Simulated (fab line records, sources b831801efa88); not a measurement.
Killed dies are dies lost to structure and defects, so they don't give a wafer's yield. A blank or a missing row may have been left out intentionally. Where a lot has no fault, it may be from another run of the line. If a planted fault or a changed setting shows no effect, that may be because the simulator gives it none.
Split-lot experiment :: flow sfq line :: 23 wafers read across 5 lots, on a route 325 steps long

THE SPLIT
At SFQ_TRILAYER_I6_VIA_LITHO_COAT_169 (resist thk 650 nm), the setting spin rpm was moved away from the recipe's 3000 rpm on 5 of the 23 wafers read, by -6.9% to -2.6%. All remaining wafers had this setting at the recipe value.

FROM THE SPLIT ON TO THE READING: in between, the file shows 1 step
- SFQ_TRILAYER_I6_VIA_BARC_OPEN_VIA_ETCH_235: etches BARC in O2, target depth 125 nm, time 41.7 s (also split here: source w)

THE READING
KrF_of_TRILAYER_I6_VIA_LITHO_COAT_169.thk nm (the simulator's own value, which no gauge read), in nm, at SFQ_TRILAYER_I6_VIA_ETCH_VIA_ETCH_172 (etches SiO2 in CHF3, stops on Nb, target depth 260 nm). No usual value for it is given in the file. Here, 18 wafers ran the recipe; their average is 527.4 nm with a standard deviation of 3.6 nm.

wafer: L074.1
tool, chamber at the split: litho track-03, 0
spin rpm as run, rpm: 3000
against the recipe: recipe
KrF_of_TRILAYER_I6_VIA_LITHO_COAT_169.thk nm, nm: 530.6
against lot-mates on the recipe: -

wafer: L074.3
tool, chamber at the split: litho track-03, 0
spin rpm as run, rpm: 3000
against the recipe: recipe
KrF_of_TRILAYER_I6_VIA_LITHO_COAT_169.thk nm, nm: 530.7
against lot-mates on the recipe: -

wafer: L074.6
tool, chamber at the split: litho track-03, 0
spin rpm as run, rpm: 3000
against the recipe: recipe
KrF_of_TRILAYER_I6_VIA_LITHO_COAT_169.thk nm, nm: 528.9
against lot-mates on the recipe: -

wafer: L075.2
tool, chamber at the split: litho track-02, 0
spin rpm as run, rpm: 3000
against the recipe: recipe
KrF_of_TRILAYER_I6_VIA_LITHO_COAT_169.thk nm, nm: 531.8
against lot-mates on the recipe: -

wafer: L075.3
tool, chamber at the split: litho track-02, 0
spin rpm as run, rpm: 3000
against the recipe: recipe
KrF_of_TRILAYER_I6_VIA_LITHO_COAT_169.thk nm, nm: 528.7
against lot-mates on the recipe: -

wafer: L075.4
tool, chamber at the split: litho track-02, 0
spin rpm as run, rpm: 2792
against the recipe: -6.9%
KrF_of_TRILAYER_I6_VIA_LITHO_COAT_169.thk nm, nm: 551.4
against lot-mates on the recipe: +20.8

wafer: L075.5
tool, chamber at the split: litho track-02, 0
spin rpm as run, rpm: 3000
against the recipe: recipe
KrF_of_TRILAYER_I6_VIA_LITHO_COAT_169.thk nm, nm: 531.3
against lot-mates on the recipe: -

wafer: L075.6
tool, chamber at the split: litho track-02, 0
spin rpm as run, rpm: 2792
against the recipe: -6.9%
KrF_of_TRILAYER_I6_VIA_LITHO_COAT_169.thk nm, nm: 555.3
against lot-mates on the recipe: +24.7

wafer: L079.1
tool, chamber at the split: litho track-02, 0
spin rpm as run, rpm: 3000
against the recipe: recipe
KrF_of_TRILAYER_I6_VIA_LITHO_COAT_169.thk nm, nm: 527.1
against lot-mates on the recipe: -

wafer: L079.3
tool, chamber at the split: litho track-02, 0
spin rpm as run, rpm: 3000
against the recipe: recipe
KrF_of_TRILAYER_I6_VIA_LITHO_COAT_169.thk nm, nm: 526.4
against lot-mates on the recipe: -

wafer: L079.4
tool, chamber at the split: litho track-02, 0
spin rpm as run, rpm: 3000
against the recipe: recipe
KrF_of_TRILAYER_I6_VIA_LITHO_COAT_169.thk nm, nm: 528.2
against lot-mates on the recipe: -

wafer: L079.5
tool, chamber at the split: litho track-02, 0
spin rpm as run, rpm: 3000
against the recipe: recipe
KrF_of_TRILAYER_I6_VIA_LITHO_COAT_169.thk nm, nm: 528.9
against lot-mates on the recipe: -

wafer: L079.6
tool, chamber at the split: litho track-02, 0
spin rpm as run, rpm: 3000
against the recipe: recipe
KrF_of_TRILAYER_I6_VIA_LITHO_COAT_169.thk nm, nm: 524.8
against lot-mates on the recipe: -

wafer: L083.1
tool, chamber at the split: litho track-02, 0
spin rpm as run, rpm: 2921
against the recipe: -2.6%
KrF_of_TRILAYER_I6_VIA_LITHO_COAT_169.thk nm, nm: 533.2
against lot-mates on the recipe: +2.8

wafer: L083.2
tool, chamber at the split: litho track-02, 0
spin rpm as run, rpm: 2921
against the recipe: -2.6%
KrF_of_TRILAYER_I6_VIA_LITHO_COAT_169.thk nm, nm: 540.9
against lot-mates on the recipe: +10.5

wafer: L083.3
tool, chamber at the split: litho track-02, 0
spin rpm as run, rpm: 3000
against the recipe: recipe
KrF_of_TRILAYER_I6_VIA_LITHO_COAT_169.thk nm, nm: 532.5
against lot-mates on the recipe: -

wafer: L083.4
tool, chamber at the split: litho track-02, 0
spin rpm as run, rpm: 3000
against the recipe: recipe
KrF_of_TRILAYER_I6_VIA_LITHO_COAT_169.thk nm, nm: 528.3
against lot-mates on the recipe: -

wafer: L083.6
tool, chamber at the split: litho track-02, 0
spin rpm as run, rpm: 2921
against the recipe: -2.6%
KrF_of_TRILAYER_I6_VIA_LITHO_COAT_169.thk nm, nm: 535.7
against lot-mates on the recipe: +5.3

wafer: L084.1
tool, chamber at the split: litho track-03, 0
spin rpm as run, rpm: 3000
against the recipe: recipe
KrF_of_TRILAYER_I6_VIA_LITHO_COAT_169.thk nm, nm: 522.8
against lot-mates on the recipe: -

wafer: L084.2
tool, chamber at the split: litho track-03, 0
spin rpm as run, rpm: 3000
against the recipe: recipe
KrF_of_TRILAYER_I6_VIA_LITHO_COAT_169.thk nm, nm: 527.5
against lot-mates on the recipe: -

wafer: L084.3
tool, chamber at the split: litho track-03, 0
spin rpm as run, rpm: 3000
against the recipe: recipe
KrF_of_TRILAYER_I6_VIA_LITHO_COAT_169.thk nm, nm: 518.8
against lot-mates on the recipe: -

wafer: L084.4
tool, chamber at the split: litho track-03, 0
spin rpm as run, rpm: 3000
against the recipe: recipe
KrF_of_TRILAYER_I6_VIA_LITHO_COAT_169.thk nm, nm: 522.7
against lot-mates on the recipe: -

wafer: L084.5
tool, chamber at the split: litho track-03, 0
spin rpm as run, rpm: 3000
against the recipe: recipe
KrF_of_TRILAYER_I6_VIA_LITHO_COAT_169.thk nm, nm: 523
against lot-mates on the recipe: -

THE FIT
A straight line over all 23 wafers: KrF_of_TRILAYER_I6_VIA_LITHO_COAT_169.thk nm changes by -3.71 nm for each +1% of spin rpm; r = -0.91; the points scatter about the line by 3.6 nm.
The same after taking each lot's own level away (the mean of its wafers on the recipe; 23 wafers): -3.15 nm for each +1%; r = -0.94; scatter 2.4 nm.
That fit puts the effect of the largest move of spin rpm on the reading at 22 nm.
The lots' own levels span 522.96 to 530.60 nm, that is 2.1 times the standard deviation above.
Thus the slope moves with the lot-to-lot level: the two fits are different.
Check: for one of the wafers moved furthest among these (-6.9%), held out of the fit, the line's prediction against its lot-mates is +22.3 nm. Against them it came out at +20.8 nm.

OTHER SPLITS APPLIED TO THESE WAFERS
Other splits were also applied to these wafers ahead of the reading. Each is held against what the fit with the lots' levels taken away leaves over:
other split on the same wafers: SFQ_TRILAYER_I5_LITHO_COAT_144 spin rpm
wafers away from the commonest value: 11
r with KrF_of_TRILAYER_I6_VIA_LITHO_COAT_169.thk nm (lot level and that fit taken away): +0.17

other split on the same wafers: SFQ_TRILAYER_I5_BARC_OPEN_VIA_ETCH_200 pressure mtorr
wafers away from the commonest value: 18
r with KrF_of_TRILAYER_I6_VIA_LITHO_COAT_169.thk nm (lot level and that fit taken away): -0.03

other split on the same wafers: SFQ_TRILAYER_C5_LITHO_EXPOSE_152 dose mj
wafers away from the commonest value: 7
r with KrF_of_TRILAYER_I6_VIA_LITHO_COAT_169.thk nm (lot level and that fit taken away): -0.30

other split on the same wafers: SFQ_TRILAYER_M6_LITHO_COAT_159 resist thk nm
wafers away from the commonest value: 10
r with KrF_of_TRILAYER_I6_VIA_LITHO_COAT_169.thk nm (lot level and that fit taken away): -0.03

other split on the same wafers: SFQ_TRILAYER_M6_BARC_OPEN_METAL_ETCH_206 icp w
wafers away from the commonest value: 7
r with KrF_of_TRILAYER_I6_VIA_LITHO_COAT_169.thk nm (lot level and that fit taken away): +0.04

other split on the same wafers: SFQ_TRILAYER_I6_VIA_BARC_OPEN_VIA_ETCH_235 source w
wafers away from the commonest value: 11
r with KrF_of_TRILAYER_I6_VIA_LITHO_COAT_169.thk nm (lot level and that fit taken away): -0.28

THE WHOLE CHAIN: every reading that the file lists as answering this split, in the file's order
step: SFQ_TRILAYER_I6_VIA_LITHO_COAT_169
what it does: resist thk 650 nm
reading: KrF_of_TRILAYER_I6_VIA_LITHO_COAT_169.thk nm (the simulator's own value, which no gauge read)
change (the file's fit): -3.37 nm for each +1% of the setting
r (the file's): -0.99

step: SFQ_TRILAYER_I6_VIA_BARC_OPEN_VIA_ETCH_235
what it does: etches BARC in O2, target depth 125 nm, time 41.7 s
reading: KrF_of_TRILAYER_I6_VIA_LITHO_COAT_169.thk nm (the simulator's own value, which no gauge read)
change (the file's fit): -3.33 nm for each +1% of the setting
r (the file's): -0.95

step: SFQ_TRILAYER_I6_VIA_ETCH_VIA_ETCH_172
what it does: etches SiO2 in CHF3, stops on Nb, target depth 260 nm
reading: KrF_of_TRILAYER_I6_VIA_LITHO_COAT_169.thk nm (the simulator's own value, which no gauge read)
change (the file's fit): -3.16 nm for each +1% of the setting
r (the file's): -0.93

FILE'S OWN FIT
KrF_of_TRILAYER_I6_VIA_LITHO_COAT_169.thk nm changes by -3.16 nm for each +1% of spin rpm, r = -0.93.
